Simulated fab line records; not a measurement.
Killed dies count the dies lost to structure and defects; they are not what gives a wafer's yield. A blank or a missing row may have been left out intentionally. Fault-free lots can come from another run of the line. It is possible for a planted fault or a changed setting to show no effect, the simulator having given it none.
Which tool is to blame? :: flow gf180mcu :: 18 wafers from 6 lots sampled at 2 of the route's 602 steps

== WHAT THE GAUGES SHOWED, per wafer ==
GF_STI_THK_MEAS_30.
lot: L824
measured: day 2 12:28
on: filmMetro-04
STI_OXIDATION_02_THK (nm): 10.00 9.83 9.94

lot: L828
measured: day 3 10:06
on: filmMetro-02
STI_OXIDATION_02_THK (nm): 10.09 10.09 9.98

lot: L830
measured: day 3 19:19
on: filmMetro-04
STI_OXIDATION_02_THK (nm): 9.83 9.83 9.77

lot: L836
measured: day 5 00:37
on: filmMetro-04
STI_OXIDATION_02_THK (nm): 15.50 15.36 15.57

lot: L842
measured: day 6 11:51
on: filmMetro-03
STI_OXIDATION_02_THK (nm): 9.87 10.02 9.79

lot: L846
measured: day 7 03:55
on: filmMetro-02
STI_OXIDATION_02_THK (nm): 10.25 10.19 10.37

== EACH LOT AND THE TOOL THAT RAN IT (in order: tool; ch and the chambers of the sampled wafers; start) ==
lot: L824
GF_STI_OXIDATION_29: furnace-02 ch 0, day 2 11:04

lot: L828
GF_STI_OXIDATION_29: furnace-01 ch 0, day 3 08:42

lot: L830
GF_STI_OXIDATION_29: furnace-02 ch 0, day 3 17:54

lot: L836
GF_STI_OXIDATION_29: furnace-02 ch 0, day 4 23:11

lot: L842
GF_STI_OXIDATION_29: furnace-01 ch 0, day 6 10:26

lot: L846
GF_STI_OXIDATION_29: furnace-01 ch 0, day 7 02:31
- GF_STI_OXIDATION_29: stabilise 600 s, purge 300 s, target thk 10 nm.

== THE ANSWER, worked out from the rows above alone ==
Rule: what is usual is taken from the lots themselves. The widest of any qualifying gaps counts: lots, ordered by their means at a reading, are off when they make up no more than a third of the lots, leave a main group of 4 or more, and stand apart from it by 3 or more times the standard deviation of that group's means. Not used: any main group whose means are identical at the precision the tables above print for the reading. A lot without any number at a reading at which 4 lots or more have one is off too. Where the step has rows for the other lots, those lots are counted as sound.
Off: L836, at GF_STI_THK_MEAS_30 (STI_OXIDATION_02_THK). For the main group the mean is 9.99 nm and the standard deviation 0.16.
If a tool, at a process step before that reading, ran all the lots that are off and no sound lot after the first of them, it fits. The gauges at GF_STI_THK_MEAS_30 are tried like those tools. 2 tools fit, furnace-02 at GF_STI_OXIDATION_29 and filmMetro-04 at GF_STI_THK_MEAS_30, so this cannot tell which one it is.

== WHAT HAD BEEN PUT IN BY THE SIMULATOR ==
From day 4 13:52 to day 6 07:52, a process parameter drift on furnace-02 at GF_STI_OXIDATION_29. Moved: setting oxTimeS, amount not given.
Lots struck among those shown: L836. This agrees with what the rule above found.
